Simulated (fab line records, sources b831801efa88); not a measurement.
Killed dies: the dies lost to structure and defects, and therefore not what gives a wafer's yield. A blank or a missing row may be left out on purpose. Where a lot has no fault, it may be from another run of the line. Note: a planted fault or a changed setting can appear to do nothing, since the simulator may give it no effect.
What tool caused it?	flow sky130	14 lots with 41 wafers sampled at 4 steps, on a route of 708 steps

## WHAT THE GAUGES READ, wafer by wafer
SKY_METAL3_OVL_MEAS_14. Usual: METAL3_OVL gives 1 nm (standard deviation 5.4).
lot	measured	on	METAL3_OVL (nm)	flag
L275	day 38 11:58	overlay-01	6 1 4	
L276	day 38 18:13	overlay-02	0 4 -2	
L277	day 39 05:19	overlay-01	-5 -7 2	
L280	day 39 22:20	overlay-01	8 7 8	
L279	day 39 22:41	overlay-01	-12 -12 -7	
L278	day 39 23:40	overlay-02	4 0 7	
L281	day 40 01:11	overlay-01	2 2 4	
L282	day 40 22:07	overlay-02	0 3 0	
L283	day 40 23:09	overlay-01	-5 -7 -9	
L286	day 41 20:43	overlay-01	-3 -3 -2	
L292	day 43 12:29	overlay-02	4 8	
L293	day 43 14:35	overlay-01	7 4 5	
L295	day 44 04:42	overlay-02	-7 -6 -5	
L296	day 44 05:03	overlay-01	0 4 3	

SKY_VIA4_OVL_MEAS_11. Usual: VIA4_OVL gives 0.5 nm (standard deviation 1.3).
lot	measured	on	VIA4_OVL (nm)	flag
L275	day 42 18:43	overlay-01	-0.4 -0.2 -0.5	
L276	day 42 23:28	overlay-01	-0.1 1.0 -0.5	
L277	day 43 09:20	overlay-01	-0.9 0.0 -1.5	
L280	day 44 01:22	overlay-02	1.5 0.6 0.3	
L279	day 44 02:08	overlay-02	0.7 3.2 -1.5	
L278	day 44 02:26	overlay-01	-0.6 -1.4 -0.7	
L281	day 44 05:33	overlay-01	1.6 0.2 1.9	
L282	day 44 23:02	overlay-02	-0.1 0.3 0.4	
L283	day 44 23:20	overlay-02	1.4 1.0 0.7	
L286	day 45 20:14	overlay-02	2.0 0.4 1.2	
L292	day 47 07:27	overlay-01	3.7 0.6	
L293	day 47 09:43	overlay-02	-0.5 2.7 -0.2	
L295	day 47 21:41	overlay-01	-0.8 0.2 2.3	
L296	day 47 19:38	overlay-02	-0.4 -1.7 -1.0	

## TOOL THAT RAN EACH LOT (tool first, then ch and the chambers of the sampled wafers, then the start)
lot	SKY_METAL4_SPUTTER_02	SKY_METAL4_METAL_ETCH_18
L275	pvdSputter-01, day 39 16:27	rieMetal-02 ch 0,1, day 41 18:23
L276	pvdSputter-04, day 39 21:50	rieMetal-01 ch 0,1, day 41 22:56
L277	pvdSputter-04, day 40 09:20	rieMetal-03 ch 0,1, day 42 09:12
L280	pvdSputter-03, day 41 02:10	rieMetal-01 ch 0,1, day 43 01:08
L279	pvdSputter-04, day 41 02:14	rieMetal-02 ch 0,1, day 43 01:47
L278	pvdSputter-03, day 41 03:19	rieMetal-03 ch 0,1, day 43 02:47
L281	pvdSputter-03, day 41 04:51	rieMetal-01 ch 0,1, day 43 04:54
L282	pvdSputter-01, day 42 00:55	rieMetal-02 ch 0,1, day 43 23:47
L283	pvdSputter-03, day 42 02:28	rieMetal-03 ch 0,1, day 44 00:08
L286	pvdSputter-01, day 42 22:55	rieMetal-01 ch 0,1, day 44 21:41
L292	pvdSputter-03, day 44 14:10	rieMetal-01 ch 1, day 46 10:24
L293	pvdSputter-03, day 44 16:49	rieMetal-01 ch 0,1, day 46 12:23
L295	pvdSputter-04, day 45 06:14	rieMetal-01 ch 0,1, day 47 01:14
L296	pvdSputter-01, day 45 05:25	rieMetal-01 ch 0,1, day 46 23:35
- SKY_METAL4_SPUTTER_02: material AlCu, target thk 735 nm, time 39.1 s.
- SKY_METAL4_METAL_ETCH_18: etches the open film in Cl2/BCl3, stops on SiO2, target depth 845 nm, time 183.1 s.

## AS READ BY THE TOOLS THEMSELVES (means over the sampled wafers that have a number; for cases with no such wafer, the mark the record gives instead)
SKY_METAL4_SPUTTER_02. Usual: throttleValvePct 29.7 %, standard deviation 1.
lot	tool	throttleValvePct (%)	flag
L275	pvdSputter-01	29.5	
L276	pvdSputter-04	30.4	
L277	pvdSputter-04	28.7	
L280	pvdSputter-03	30.2	
L279	pvdSputter-04	28.8	
L278	pvdSputter-03	29.6	
L281	pvdSputter-03	29.4	
L282	pvdSputter-01	29.8	
L283	pvdSputter-03	30.1	
L286	pvdSputter-01	30.2	
L292	pvdSputter-03	30.1	
L293	pvdSputter-03	29.5	
L295	pvdSputter-04	30.5	
L296	pvdSputter-01	29.7	

SKY_METAL4_METAL_ETCH_18. Usual: drypumpMotorCurrentA 5.5 A, standard deviation 0.43; oesProductAu 0.865 a.u., standard deviation 0.0058; throttleValvePct 22.265 %, standard deviation 0.0095.
lot	tool	drypumpMotorCurrentA (A)	oesProductAu (a.u.)	throttleValvePct (%)	flag
L275	rieMetal-02	5.4	0.866	22.257	
L276	rieMetal-01	5.5	0.858	22.263	
L277	rieMetal-03	5.9	0.868	22.267	
L280	rieMetal-01	5.3	0.862	22.262	
L279	rieMetal-02	5.4	0.869	22.267	
L278	rieMetal-03	5.9	0.855	22.253	
L281	rieMetal-01	5.4	0.872	22.264	
L282	rieMetal-02	5.6	0.869	22.264	
L283	rieMetal-03	5.9	0.866	22.262	
L286	rieMetal-01	5.2	0.855	22.260	
L292	rieMetal-01	5.7	0.919	22.260	OFF
L293	rieMetal-01	5.2	0.941	22.255	OFF
L295	rieMetal-01	5.4	0.865	22.252	
L296	rieMetal-01	5.5	0.867	22.260	

## THE ANSWER, worked out from the rows above alone
Rule: take the mean of a lot's wafers that have a number; if it is more than 3 standard deviations from the usual mean, the lot is off. Also off: a lot with no number at a reading for which 4 or more lots have one. Any other lot the step has rows for is counted as sound. Order of review: gauges by route order, followed by the tools' own readings, for which a lot's mean as printed above is used. The first step at which some lot is off is used, and at that step the reading that is off furthest; a lot without a number counts as furthest.
Off at SKY_METAL4_METAL_ETCH_18 (oesProductAu): L292, L293.
If a tool, at that step or one of the process steps before it, ran each lot that is off and ran no sound lot following the first of them, it fits. One candidate fits, namely pvdSputter-03 at SKY_METAL4_SPUTTER_02. A fault onset in the window from L283 (day 42 02:28, its last sound lot) to L292 (day 44 14:10, its first lot off) fits.

## WHAT HAD BEEN PUT IN BY THE SIMULATOR
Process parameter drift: pvdSputter-03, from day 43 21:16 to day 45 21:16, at SKY_METAL4_SPUTTER_02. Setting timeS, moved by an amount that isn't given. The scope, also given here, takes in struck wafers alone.
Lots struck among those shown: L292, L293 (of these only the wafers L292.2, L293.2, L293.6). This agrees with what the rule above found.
